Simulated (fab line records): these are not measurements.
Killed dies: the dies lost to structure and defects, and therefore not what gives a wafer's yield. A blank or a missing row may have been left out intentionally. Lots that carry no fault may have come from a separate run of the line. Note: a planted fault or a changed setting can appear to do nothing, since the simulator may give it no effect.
Which tool did it? | flow gf180mcu | 12 lots, 36 wafers sampled, at 6 steps of a route of 602

== WHAT THE GAUGES READ, wafer by wafer ==
GF_MVSD_TW_MEAS_11.
lot  | measured    | on            | MVSD_TW
L362 | day 4 11:31 | film_metro-03 | 1588 1596 1586
L363 | day 4 16:59 | film_metro-04 | 1588 1588 1591
L365 | day 5 01:42 | film_metro-04 | 1576 1586 1576
L367 | day 5 15:14 | film_metro-03 | 1580 1585 1575
L369 | day 6 02:36 | film_metro-03 | 1593 1586 1592
L372 | day 7 05:05 | film_metro-04 | 1754 1747 1746 1753 1756 1747
L374 | day 7 13:23 | film_metro-01 | 1770 1768 1769 1755 1766 1759
L378 | day 8 08:29 | film_metro-01 | 1590 1585 1594
L380 | day 8 17:49 | film_metro-04 | 1583 1583 1591
L381 | day 8 23:32 | film_metro-01 | 1595 1590 1586
L384 | day 9 19:41 | film_metro-01 | 1602 1587 1585
L383 | day 9 20:08 | film_metro-04 | 1604 1611 1598

GF_VT_IMPLANT_RS_MEAS_46: measures by four-point-probe.
lot  | measured     | on            | MVSD_RS (ohm/sq)
L362 | day 7 11:21  | film_metro-01 | 458.6 457.1 457.9
L363 | day 7 18:33  | film_metro-03 | 458.0 457.6 456.9
L365 | day 8 06:14  | film_metro-03 | 457.9 459.2 457.5
L367 | day 8 19:46  | film_metro-03 | 458.9 458.8 459.9
L369 | day 9 10:16  | film_metro-03 | 458.2 459.3 459.6
L372 | day 10 15:11 | film_metro-04 | 384.5 384.5 383.8 384.6 383.7 384.2
L374 | day 11 03:39 | film_metro-04 | 384.6 383.0 384.5 385.0 384.9 385.1
L378 | day 12 01:59 | film_metro-04 | 456.7 456.8 456.7
L380 | day 12 12:26 | film_metro-04 | 457.1 454.8 455.4
L381 | day 12 20:44 | film_metro-04 | 457.9 457.4 458.4
L384 | day 13 18:53 | film_metro-04 | 457.6 458.9 457.3
L383 | day 13 19:55 | film_metro-04 | 456.5 456.9 456.7

GF_M2_RS_MEAS_05: measures by four-point-probe.
lot  | measured     | on            | M2_ALCU_RS (ohm/sq)
L362 | day 18 04:43 | film_metro-02 | 0.0699 0.0681 0.0684
L363 | day 18 08:04 | film_metro-04 | 0.0687 0.0682 0.0683
L365 | day 19 05:19 | film_metro-04 | 0.0672 0.0682 0.0681
L367 | day 19 21:06 | film_metro-02 | 0.0704 0.0693 0.0678
L369 | day 20 22:55 | film_metro-01 | 0.0692 0.0686 0.0687
L378 | day 24 02:55 | film_metro-01 | 0.0706 0.0695 0.0703
L380 | day 24 14:25 | film_metro-01 | 0.0687 0.0696 0.0683
L381 | day 24 23:16 | film_metro-02 | 0.0692 0.0682 0.0687
L384 | day 25 23:51 | film_metro-01 | 0.0699 0.0695 0.0696
L383 | day 26 00:11 | film_metro-02 | 0.0694 0.0693 0.0686

== WHICH TOOL RAN EACH LOT (tool, then ch and the chambers of the sampled wafers, then the start) ==
lot  | GF_MVSD_IMPLANT_08             | GF_V1_ETCH_16                      | GF_V1_ETCH_17
L362 | implanter-01 ch 0, day 4 11:04 | rie_diel-03 ch 1,3, day 18 03:08   | rie_diel-03 ch 1,3, day 18 04:43 or earlier
L363 | implanter-01 ch 0, day 4 16:35 | rie_diel-03 ch 1,2,3, day 18 06:27 | rie_diel-03 ch 1,2,3, day 18 08:04 or earlier
L365 | implanter-03 ch 0, day 5 01:18 | rie_diel-03 ch 1,2,3, day 19 03:36 | rie_diel-03 ch 1,2,3, day 19 05:19 or earlier
L367 | implanter-01 ch 0, day 5 14:50 | rie_diel-03 ch 0,2,3, day 19 19:29 | rie_diel-03 ch 0,2,3, day 19 21:06 or earlier
L369 | implanter-02 ch 0, day 6 02:13 | rie_diel-01 ch 0,2, day 20 21:17   | rie_diel-01 ch 0,2, day 20 22:55 or earlier
L372 | implanter-02 ch 0, day 7 04:41 | -                                  | -
L374 | implanter-02 ch 0, day 7 12:59 | -                                  | -
L378 | implanter-01 ch 0, day 8 08:07 | rie_diel-02 ch 0,3, day 24 01:18   | rie_diel-02 ch 0,3, day 24 02:55 or earlier
L380 | implanter-01 ch 0, day 8 17:26 | rie_diel-03 ch 1,2,3, day 24 12:48 | rie_diel-03 ch 1,2,3, day 24 14:25 or earlier
L381 | implanter-01 ch 0, day 8 23:10 | rie_diel-03 ch 1,3, day 24 21:35   | rie_diel-03 ch 1,3, day 24 23:16 or earlier
L384 | implanter-03 ch 0, day 9 19:17 | rie_diel-01 ch 0,1,2, day 25 22:15 | rie_diel-01 ch 0,1,2, day 25 23:51 or earlier
L383 | implanter-01 ch 0, day 9 19:46 | rie_diel-03 ch 0,2,3, day 25 22:36 | rie_diel-03 ch 0,2,3, day 26 00:11 or earlier
- GF_MVSD_IMPLANT_08
- GF_V1_ETCH_16: etches BARC in N2/H2.
- GF_V1_ETCH_17: etches SiO2 in C4F8/O2/Ar, stops on TiN, target depth 630 nm.

== WHAT THE TOOLS THEMSELVES READ (means of the sampled wafers that have a number; where no wafer has one, the mark that the record gives instead) ==
GF_MVSD_IMPLANT_08.
lot  | tool         | beam_on_s (s) | dose_ions_cm2 | faraday_current_uA
L362 | implanter-01 | 10.08         | 1.6025e+13    | 89.5
L363 | implanter-01 | 9.88          | 1.6022e+13    | 91.4
L365 | implanter-03 | 9.88          | 1.5997e+13    | 91.3
L367 | implanter-01 | 10.10         | 1.6023e+13    | 89.6
L369 | implanter-02 | 9.98          | 1.5989e+13    | 90.6
L372 | implanter-02 | 14.25         | 1.6009e+13    | 63.2
L374 | implanter-02 | 14.35         | 1.5983e+13    | 62.9
L378 | implanter-01 | 10.06         | 1.5999e+13    | 89.9
L380 | implanter-01 | 9.90          | 1.5989e+13    | 91.2
L381 | implanter-01 | 9.87          | 1.5981e+13    | 91.4
L384 | implanter-03 | 10.00         | 1.5998e+13    | 90.2
L383 | implanter-01 | 10.19         | 1.5998e+13    | 88.5

GF_V1_ETCH_16.
lot  | tool        | drypump_motor_current_A (A) | n2_flow_sccm (sccm) | oes_product_au (a.u.) | throttle_valve_pct (%)
L362 | rie_diel-03 | 5.5                         | 100.1               | 0.859                 | 13.219
L363 | rie_diel-03 | 5.5                         | 100.0               | 0.857                 | 13.233
L365 | rie_diel-03 | 5.5                         | 100.3               | 0.854                 | 13.217
L367 | rie_diel-03 | 5.8                         | 99.8                | 0.856                 | 13.225
L369 | rie_diel-01 | 6.0                         | 100.3               | 0.857                 | 13.225
L378 | rie_diel-02 | 6.0                         | 100.3               | 0.856                 | 13.225
L380 | rie_diel-03 | 5.5                         | 100.2               | 0.858                 | 13.222
L381 | rie_diel-03 | 5.5                         | 100.0               | 0.852                 | 13.234
L384 | rie_diel-01 | 5.7                         | 99.9                | 0.857                 | 13.219
L383 | rie_diel-03 | 5.8                         | 99.9                | 0.854                 | 13.224

GF_V1_ETCH_17.
lot  | tool        | oes_product_au (a.u.)
L362 | rie_diel-03 | 0.863
L363 | rie_diel-03 | 0.859
L365 | rie_diel-03 | 0.854
L367 | rie_diel-03 | 0.856
L369 | rie_diel-01 | 0.856
L378 | rie_diel-02 | 0.851
L380 | rie_diel-03 | 0.853
L381 | rie_diel-03 | 0.857
L384 | rie_diel-01 | 0.853
L383 | rie_diel-03 | 0.853

== THE ANSWER, worked out from the rows above alone ==
Rule: the usual values come from the lots themselves. The widest of any qualifying gaps counts: lots, ordered by their means at a reading, are off when they make up no more than a third of the lots, leave a main group of 4 or more, and stand apart from it by 3 or more times the standard deviation of that group's means. If all means in a main group match to the digits the tables above print for the reading, that group is not used. A lot without any number at a reading at which 4 lots or more have one is off too. Where the step has rows for the other lots, those lots are counted as sound. After the gauges, taken in route order, come the tools' own readings; for these a lot's mean is taken, as printed above. At the first step where some lot is off, the reading lying furthest off is the one used; lots without a number count as furthest.
Off: at GF_MVSD_TW_MEAS_11 (MVSD_TW), L372, L374. Main group: mean 1589, sd 6.6.
If a tool, at a process step before that reading, ran all the lots that are off and no sound lot after the first of them, it fits. Not tried: the gauges at GF_MVSD_TW_MEAS_11; whatever is off there is also off at GF_MVSD_IMPLANT_08, on other tools, and gauge error can't account for it. One fits: implanter-02 at GF_MVSD_IMPLANT_08. A fault onset in the window from L369 (day 6 02:13, its last sound lot) to L372 (day 7 04:41, its first lot off) fits.
The tool's own readings at GF_MVSD_IMPLANT_08 bear it out: on the lots that are off they differ by more than 5 times the standard deviation of the sound lots' means. beam_on_s reads 14.30 s there against 9.99 s on the sound lots; faraday_current_uA reads 63.0 there against 90.4 on the sound lots.

== WHAT HAD BEEN PUT IN BY THE SIMULATOR ==
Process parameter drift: implanter-02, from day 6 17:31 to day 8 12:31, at GF_MVSD_IMPLANT_08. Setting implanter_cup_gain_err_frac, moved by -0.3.
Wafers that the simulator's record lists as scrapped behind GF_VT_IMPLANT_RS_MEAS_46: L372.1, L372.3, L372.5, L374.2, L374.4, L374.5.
Shown lots that were struck: L372, L374. The rule above found the same.
